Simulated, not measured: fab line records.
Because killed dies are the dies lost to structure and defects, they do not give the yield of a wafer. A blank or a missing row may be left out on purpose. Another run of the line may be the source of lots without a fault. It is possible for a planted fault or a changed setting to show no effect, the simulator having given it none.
fab line records	flow sky130
record lots=6	wafers=18	lastDay=49
route steps=708 shown CONTACT@412 PAD_OPEN@708
lots that met no fault: taken from a fault-free run of the same line
startH: hours from the record's opening day to when the first of the lot's shown wafers began	waitH: time in hours since the lot's previous step	" unchanged from the row above	L1.1+2: several wafers, shown together as one row	- no value, or no start given	* or withheld: withheld	< > ~ a bound
route shown NAME@n: a module of which the file shows steps, and the number in the route of the first	usual: the fault-free wafers' mean and standard deviation	same: alike in all rows	chamber/n: place in a boat	sites: each site's reading	_std_site: how widely they spread, as a standard deviation	_edge_site: mean of outer sites minus mean of inner sites	radiusMm: for every site, how far away it sits from the centre of the wafer	mask NAME#n: copy n	behind: the tool/chamber that last shaped the wafer	hold: the reason the lot was held/the length of the hold in hours/how it ended	device: the n, p or np transistor that did not switch	end of line: the tests these same wafers got at the end of their route	a step with no rows: only its recipe	killed: at the first sort, the dies lost to defects and structure; wafer yield is something else	map: dies across one wafer; x = killed, . = not, _ = none there
set.NAME: the run value of the setting; set.NAME@STEP: its run value at that earlier step	model.NAME: the simulator's own value behind a step, which no gauge read
lots at some steps of the route; a table a step, a row a wafer
services: a tool's chamber out of use, with start hour (startH, from the record's first day; less than 0 if before it), hours out, and reason
## steps
# step SKY_CONTACT_DEHYDRATE_06
# recipe tempC=200.8	timeS=60
# step SKY_CONTACT_HMDS_07
# recipe primeTimeS=60	primeTempC=120
# step SKY_CONTACT_COAT_08
# recipe resist=BARC	tempC=withheld	timeS=withheld	spinRpm=3000	resistThkNm=60
# step SKY_CONTACT_COAT_09
# recipe resist=KrF-thick	spinRpm=3000	resistThkNm=450
# step SKY_CONTACT_SOFTBAKE_10
# recipe tempC=100	timeS=90	resist=KrF-thick
# step SKY_CONTACT_EXPOSE_11
# recipe maskId=CTM1	na=0.8	sourceShape=annular	sigmaInner=0.55	sigmaOuter=0.85	targetCdNm=170	doseMj=38
# step SKY_CONTACT_PEB_12
# recipe pebTempC=withheld	pebTimeS=withheld	resist=KrF-thick
# step SKY_CONTACT_DEVELOP_13
# recipe developTimeS=60	resist=KrF-thick	devTempC=21
# step SKY_CONTACT_CD_MEAS_14
# recipe targetCdNm=170
# usual cdNm=169.9/1.6
lot.wafer	tool	chamber	startH	waitH	cdNm
L351.3	cdSem-02	-	732.86	-	173.5
L351.4	"	-	"	"	170.9
L351.6	"	-	"	"	170.9
L357.1	cdSem-01	-	789.52	-	171.3
L357.2	"	-	"	"	171.5
L357.6	"	-	"	"	172.6
L360.1	cdSem-01	-	805.77	-	169.4
L360.2	"	-	"	"	170.6
L360.3	"	-	"	"	169.2
L363.3	cdSem-02	-	827.76	-	172.2
L363.4	"	-	"	"	171.5
L363.6	"	-	"	"	170.6
L368.1	cdSem-01	-	867.33	-	170.6
L368.2	"	-	"	"	172.3
L368.5	"	-	"	"	171.6
L369.1	cdSem-01	-	870.27	-	169.7
L369.3	"	-	"	"	169.8
L369.5	"	-	"	"	169.2
# step SKY_CONTACT_OVL_MEAS_15
# usual CONTACT_OVL=1/4.5
lot.wafer	tool	chamber	startH	waitH	CONTACT_OVL[nm]
L351.3	overlay-02	-	732.95	0.1	0
L351.4	"	-	"	"	1
L351.6	"	-	"	"	-1
L357.1	overlay-02	-	789.64	0.1	6
L357.2	"	-	"	"	5
L357.6	"	-	"	"	4
L360.1	overlay-01	-	805.89	0.1	0
L360.2	"	-	"	"	-4
L360.3	"	-	"	"	1
L363.3	overlay-01	-	827.85	0.1	1
L363.4	"	-	"	"	1
L363.6	"	-	"	"	7
L368.1	overlay-01	-	867.45	0.1	-3
L368.2	"	-	"	"	-9
L368.5	"	-	"	"	-5
L369.1	overlay-02	-	870.39	0.1	-6
L369.3	"	-	"	"	-7
L369.5	"	-	"	"	-1
# step SKY_CONTACT_ETCH_16
# recipe chemistry=N2/H2	target=BARC	ionEnergyEv=200	sourceW=500	biasW=100	pressureMtorr=30	n2FlowSccm=100	h2FlowSccm=200	stopOn=SiO2	timeS=45.9	targetDepthA=600
# usual biasW=100.0/0.32	drypumpMotorCurrentA=5.6/0.44	n2FlowSccm=100.0/0.32	oesProductAu=0.855/0.0051	throttleValvePct=13.224/0.0085
lot.wafer	tool	chamber	startH	waitH	biasW	drypumpMotorCurrentA	n2FlowSccm	oesProductAu	rfHoursCounterH	throttleValvePct
L351.3	rieDiel-03	1	732.97	0.0	100.0	5.4	100.2	0.853	7	13.220
L351.4	"	3	"	"	99.9	5.5	100.1	0.853	36	13.223
L351.6	"	3	"	"	100.5	5.5	99.8	0.852	-	13.230
L357.1	rieDiel-03	1	789.68	0.0	99.9	5.4	99.8	0.863	9	13.229
L357.2	"	0	"	"	100.0	6.2	100.3	0.849	10	13.221
L357.6	"	3	"	"	100.3	5.4	100.5	0.857	-	13.213
L360.1	rieDiel-03	1	805.93	0.0	99.8	5.4	100.1	0.860	10	13.214
L360.2	"	0	"	"	100.0	6.2	99.9	0.860	11	13.212
L360.3	"	2	"	"	99.8	4.7	99.5	0.866	18	13.226
L363.3	rieDiel-01	2	827.88	0.0	100.1	5.7	99.9	0.850	3	13.232
L363.4	"	0	"	"	100.1	5.6	99.5	0.851	10	13.217
L363.6	"	0	"	"	100.1	5.6	99.3	0.855	-	13.220
L368.1	rieDiel-04	2	867.49	0.0	99.9	5.0	100.3	0.854	23	13.236
L368.2	"	1	"	"	99.4	5.6	100.0	0.860	14	13.218
L368.5	"	1	"	"	99.6	5.6	100.4	0.851	-	13.234
L369.1	rieDiel-03	2	870.42	0.0	99.7	4.7	100.1	0.854	19	13.233
L369.3	"	1	"	"	100.7	5.4	99.6	0.861	11	13.221
L369.5	"	1	"	"	100.5	5.4	100.0	0.855	-	13.228
# step SKY_CONTACT_ETCH_17
# recipe target=SiO2	chemistry=C4F8/O2/Ar	stopOn=Si3N4	maskMaterial=KrF-thick	sourceW=1500	biasW=1200	pressureMtorr=40	c4f8FlowSccm=withheld	O2_flow_sccm=6	Ar_flow_sccm=300	timeS=withheld	targetDepthA=3400
# usual biasW=1200/3.3	oesProductAu=0.892/0.0052
lot.wafer	tool	chamber	startH	waitH	biasW	oesProductAu
L351.3	rieDiel-03	1	733.01	0.0	1199	0.892
L351.4	"	3	"	"	1205	0.896
L351.6	"	3	"	"	1204	0.902
L357.1	rieDiel-03	1	789.72	0.0	1201	0.892
L357.2	"	0	"	"	1201	0.898
L357.6	"	3	"	"	1199	0.887
L360.1	rieDiel-03	1	805.97	0.0	1201	0.885
L360.2	"	0	"	"	1196	0.888
L360.3	"	2	"	"	1200	0.891
L363.3	rieDiel-01	2	827.92	0.0	1201	0.895
L363.4	"	0	"	"	1195	0.891
L363.6	"	0	"	"	1199	0.888
L368.1	rieDiel-04	2	867.53	0.0	1198	0.889
L368.2	"	1	"	"	1200	0.888
L368.5	"	1	"	"	1197	0.876
L369.1	rieDiel-03	2	870.46	0.0	1203	0.889
L369.3	"	1	"	"	1201	0.892
L369.5	"	1	"	"	1201	0.886
# step SKY_CONTACT_ETCH_18
# recipe target=Si3N4	chemistry=CHF3/O2	stopOn=TiN	sourceW=600	biasW=200	pressureMtorr=40	chf3FlowSccm=50	O2_flow_sccm=5	timeS=39	targetDepthA=750
# usual biasW=200.0/0.56	drypumpMotorCurrentA=5.6/0.44	oesProductAu=0.855/0.0085	throttleValvePct=8.793/0.01
lot.wafer	tool	chamber	startH	waitH	biasW	drypumpMotorCurrentA	oesProductAu	rfHoursCounterH	throttleValvePct	model.KrF-thick_of_CONTACT_COAT_09.thkNm	model.TiN_of_LOCAL_INTERCONNECT_SPUTTER_00.thkNm
L351.3	rieDiel-03	1	733	-	200.6	5.4	0.854	7	8.806	245.2	102.3
L351.4	"	3	"	"	200.3	5.4	0.865	36	8.792	240.1	100.4
L351.6	"	3	"	"	199.5	5.4	0.860	-	8.798	243.5	100.1
L357.1	rieDiel-03	1	789	-	305.8	5.4	0.849	9	8.782	235.5	99.47
L357.2	"	0	"	"	200.8	6.2	0.853	10	8.802	250.6	100.1
L357.6	"	3	"	"	200.2	5.4	0.862	-	8.809	247.2	100.1
L360.1	rieDiel-03	1	806	-	305.9	5.4	0.844	10	8.791	234.6	98.92
L360.2	"	0	"	"	200.2	6.2	0.842	11	8.781	249.6	101.2
L360.3	"	2	"	"	200.4	4.6	0.844	18	8.787	246.3	99.82
L363.3	rieDiel-01	2	827	-	199.2	5.7	0.862	3	8.784	241.1	99.9
L363.4	"	0	"	"	200.0	5.6	0.863	10	8.790	244	100.3
L363.6	"	0	"	"	200.0	5.7	0.868	-	8.790	244.8	99.88
L368.1	rieDiel-04	2	867	-	200.4	5.0	0.859	23	8.803	246.5	100.9
L368.2	"	1	"	"	200.6	5.6	0.861	14	8.789	246.3	99.77
L368.5	"	1	"	"	199.9	5.5	0.874	-	8.794	245.2	101.3
L369.1	rieDiel-03	2	870	-	199.8	4.6	0.857	19	8.811	246.5	100.1
L369.3	"	1	"	"	200.2	5.4	0.869	11	8.791	250	101.5
L369.5	"	1	"	"	198.6	5.4	0.873	-	8.805	251.2	100.5
# step SKY_CONTACT_STRIP_19
# recipe chemistry=O2/N2	powerW=1400	pressureMtorr=1500	platenTempC=withheld	o2FlowSccm=3000	n2FlowSccm=300	overashFraction=0.5
# usual drypumpMotorCurrentA=5.6/0.35	n2FlowSccm=300.0/0.98	oesProductAu=0.382/0.0047	stripTimeToEndpointS=3.64/0.035
lot.wafer	tool	chamber	startH	waitH	drypumpMotorCurrentA	n2FlowSccm	oesProductAu	rfHoursCounterH	stripTimeToEndpointS
L351.3	plasmaAsher-04	1	733.14	-	5.8	299.9	0.381	-	3.64
L351.4	"	0	"	"	5.4	299.2	0.377	-	3.59
L351.6	"	1	"	"	5.8	298.6	0.393	-	3.61
L357.1	plasmaAsher-03	1	789.81	-	5.5	300.0	0.379	4	3.53
L357.2	"	0	"	"	6.2	300.5	0.386	4	3.70
L357.6	"	0	"	"	6.3	301.1	0.382	-	3.65
L360.1	plasmaAsher-03	0	806.06	-	6.3	298.3	0.377	6	3.52
L360.2	"	1	"	"	5.4	299.1	0.383	6	3.69
L360.3	"	1	"	"	5.4	299.4	0.385	-	3.64
L363.3	plasmaAsher-01	1	828.04	-	5.6	300.6	0.381	-	3.60
L363.4	"	0	"	"	5.1	299.0	0.387	-	3.64
L363.6	"	0	"	"	5.1	300.9	0.379	-	3.66
L368.1	plasmaAsher-04	0	867.62	-	5.4	300.6	0.389	45	3.65
L368.2	"	1	"	"	5.8	301.5	0.380	45	3.64
L368.5	"	0	"	"	5.5	299.8	0.382	-	3.65
L369.1	plasmaAsher-01	0	870.55	-	5.0	300.3	0.378	73	3.66
L369.3	"	1	"	"	5.6	299.9	0.392	-	3.70
L369.5	"	0	"	"	5.1	301.0	0.389	-	3.70
# step SKY_CONTACT_STRIP_20
# recipe chemistry=postEtchResidueRemover	timeS=1200	tempC=72.5
# step SKY_PAD_OPEN_PROBE_99
# usual killed_at_M0_to_M3=44/7	killed_at_M4_up=3.0/1.8	killedAtContacts=24/4.9	killedAtFrontEnd=15/5	killedAtOther=0.2/0.53	killedDies=87/8.7	killedOpen=48/6.8	killedShort=39/5.7
# same grossDies=492	killedAtBackSide=0
lot.wafer	tool	chamber	startH	waitH	killed_at_M0_to_M3	killed_at_M4_up	killedAtContacts	killedAtFrontEnd	killedAtOther	killedDies	killedOpen	killedShort
L363.3	prober-02	-	1145.07	0.2	36	3	19	8	2	68	40	28
L363.4	prober-02	-	1145.12	0.2	35	3	29	9	1	77	33	44
L363.6	prober-02	-	1145.22	0.2	48	5	26	14	0	93	57	36
L369.1	prober-01	-	1175.13	0.1	46	1	16	29	1	93	56	37
L369.3	prober-01	-	1175.23	0.2	39	2	29	16	0	86	47	39
L369.5	prober-01	-	1175.33	0.2	50	2	18	16	0	86	53	33
# killed by level:class
L363.3 CONTACT:geometricParticle:open=8 VIA2:geometricParticle:open=7 LI_CONTACT:geometricParticle:open=6 METAL1:geometricParticle:short=5 METAL2:geometricParticle:open=5 VIA1:geometricParticle:open=4 FIELD_ISO:geometricParticle:open=4 METAL2:geometricParticle:short=4
L363.4 CONTACT:geometricParticle:open=9 CONTACT:geometricParticle:short=8 VIA1:geometricParticle:open=6 METAL1:geometricParticle:short=5 LI_CONTACT:geometricParticle:open=5 METAL2:geometricParticle:short=5 VIA3:geometricParticle:short=5 LOCAL_INTERCONNECT:geometricParticle:short=4
L363.6 VIA1:geometricParticle:open=15 CONTACT:geometricParticle:open=12 VIA1:geometricParticle:short=9 VIA2:geometricParticle:open=8 LI_CONTACT:geometricParticle:open=7 FIELD_ISO:geometricParticle:open=5 METAL1:geometricParticle:short=5 CONTACT:geometricParticle:short=4
L369.1 VIA1:geometricParticle:open=11 VIA2:geometricParticle:open=9 CONTACT:geometricParticle:open=9 FIELD_ISO:geometricParticle:open=8 POLY_GATE:geometricParticle:open=8 POLY_GATE:geometricParticle:short=6 METAL2:geometricParticle:short=6 METAL1:geometricParticle:short=5
L369.3 LI_CONTACT:geometricParticle:open=12 VIA1:geometricParticle:open=9 VIA3:geometricParticle:open=7 CONTACT:geometricParticle:open=6 FIELD_ISO:geometricParticle:open=5 LOCAL_INTERCONNECT:geometricParticle:short=5 VIA1:geometricParticle:short=5 FIELD_ISO:geometricParticle:short=4
L369.5 VIA1:geometricParticle:open=17 LI_CONTACT:geometricParticle:open=8 VIA2:geometricParticle:open=8 VIA3:geometricParticle:open=5 FIELD_ISO:geometricParticle:open=4 POLY_GATE:geometricParticle:short=4 CONTACT:geometricParticle:short=4 VIA1:geometricParticle:short=4
## services
tool	chamber	startH	hours	kind
plasmaAsher-03	-	711.85	7.6	repair
rieDiel-03	-	721.69	0.6	repair
rieDiel-03	0	726.91	3.0	repair
rieDiel-04	3	727.87	2.7	repair
plasmaAsher-03	-	733.75	9.0	pm
plasmaAsher-03	0	733.75	9.0	ventCycle
plasmaAsher-03	1	733.75	9.0	ventCycle
rieDiel-03	-	742.48	1.0	repair
plasmaAsher-03	0	742.75	-	clean
plasmaAsher-03	1	742.75	-	clean
rieDiel-03	2	747.74	5.2	repair
plasmaAsher-01	-	786.97	1.5	repair
rieDiel-04	-	788.30	1.8	repair
rieDiel-03	3	799.01	-	clean
rieDiel-03	3	799.01	22.0	scheduledDown
rieDiel-03	3	799.01	22.0	ventCycle
rieDiel-01	3	805.35	5.3	repair
rieDiel-01	2	839.68	6.2	repair
rieDiel-01	3	845.38	7.9	repair
## key
firstSign step=SKY_CONTACT_ETCH_18	reading=biasW	direction=up	sigmas=99+	usual=200.0	struck=305.9
effect step=SKY_CONTACT_STRIP_19	reading=stripTimeToEndpointS	direction=down	sigmas=3.1	usual=*	struck=*
modelEffect step=SKY_CONTACT_ETCH_18	value=KrF-thick_of_CONTACT_COAT_09.thkNm	without=248.3	struck=235
metAt SKY_CONTACT_ETCH_18
struckWafers L357.1,L360.1
testerLeftOut L357,L360
onsetBetween 733 789
fault kind=processParameterDrift	tool=rieDiel-03	chamber=1	onsetH=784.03	steps=SKY_CONTACT_ETCH_18	channel=biasW	offset=106.03	shape=step	endH=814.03	actsIn=theseRecipesOnly	stated=200
# testerLeftOut: of these lots the tester's yield and bins aren't shown, on N5 and GAA mostly nor the transistor test; their killed dies are dies lost to structure and defects alone, not to doping, threshold or leakage, so they don't give the yield
